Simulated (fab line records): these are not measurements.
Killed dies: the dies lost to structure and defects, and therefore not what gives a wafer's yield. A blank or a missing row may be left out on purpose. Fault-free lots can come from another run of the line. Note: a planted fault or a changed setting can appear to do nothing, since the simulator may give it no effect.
2 desks looking at one fault    flow gf180mcu    numbers are kept per desk, each desk with only its own; the story behind them comes last

## AT THE TOOL OWNER'S DESK: iline stepper-02
The tool's own readings at GF_MIM_EXPOSE_16 (exposes mask FuseTop, target cd 2000 nm): means of the sampled wafers that have a number, for each lot that ran on this tool. A lot is out of limits, marked OUT, if its mean lies more than 4 standard deviations from the usual mean; the brackets give that distance.
Columns: A = exposure dose mJ cm2 at GF_MIM_EXPOSE_16, usual 139.99
lot   first seen here  A
L865  day 25 16:35     140.04
L871  day 27 18:34     134.07 (-46) OUT
L875  day 29 06:25     134.46 (-43) OUT
Finding of this desk: L871, L875 out of limits; the first was L871 at day 27 18:34, on exposure dose mJ cm2 at GF_MIM_EXPOSE_16. In limits: L865.

## METROLOGY DESK
Means of the sampled wafers that have a number, per lot and without regard to the tool the lot ran on: this is what the gauges read. A lot is out of limits, marked OUT, if its mean lies more than 4 standard deviations from the usual mean; the brackets give that distance.
Columns: A = MIM_CVD_05_THK at GF_MIM_THK_MEAS_06, usual 41.7 nm; B = MIM_ALCU_RS at GF_MIM_RS_MEAS_10, usual 0.1607 ohm/sq; C = MIM_ALCU_THK at GF_MIM_THK_MEAS_11, usual 203.6 nm
lot   first seen here  A     B       C
L865  day 25 05:49     41.0  0.1582  205.3
L866  day 25 06:28     41.8  0.1568  209.6
L871  day 27 07:40     42.4  0.1596  206.4
L875  day 28 20:55     42.0  0.1593  203.7
L877  day 28 22:56     41.6  0.1576  206.9
L880  day 29 15:43     41.9  0.1628  202.7
Finding of this desk: none of the 6 lots has anything out of limits.

## TAKEN TOGETHER
On L871, L875, at day 27 18:34, an alarm was possible from the tool owner's desk.
At the metrology desk, nothing out of limits was observed.
The metrology desk has L871, L875 on record, within its limits.
Every lot named ran GF_MIM_EXPOSE_16 on iline stepper-02.

## WHAT THE SIMULATOR HAD PUT IN
Process parameter drift: iline stepper-02, from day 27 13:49 on, at GF_MIM_EXPOSE_16. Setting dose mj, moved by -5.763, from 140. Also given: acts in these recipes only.
Lots struck among those shown: L871, L875.
How many hours passed from the start of the fault until each desk's first out-of-limits reading: the tool owner's desk, 5.
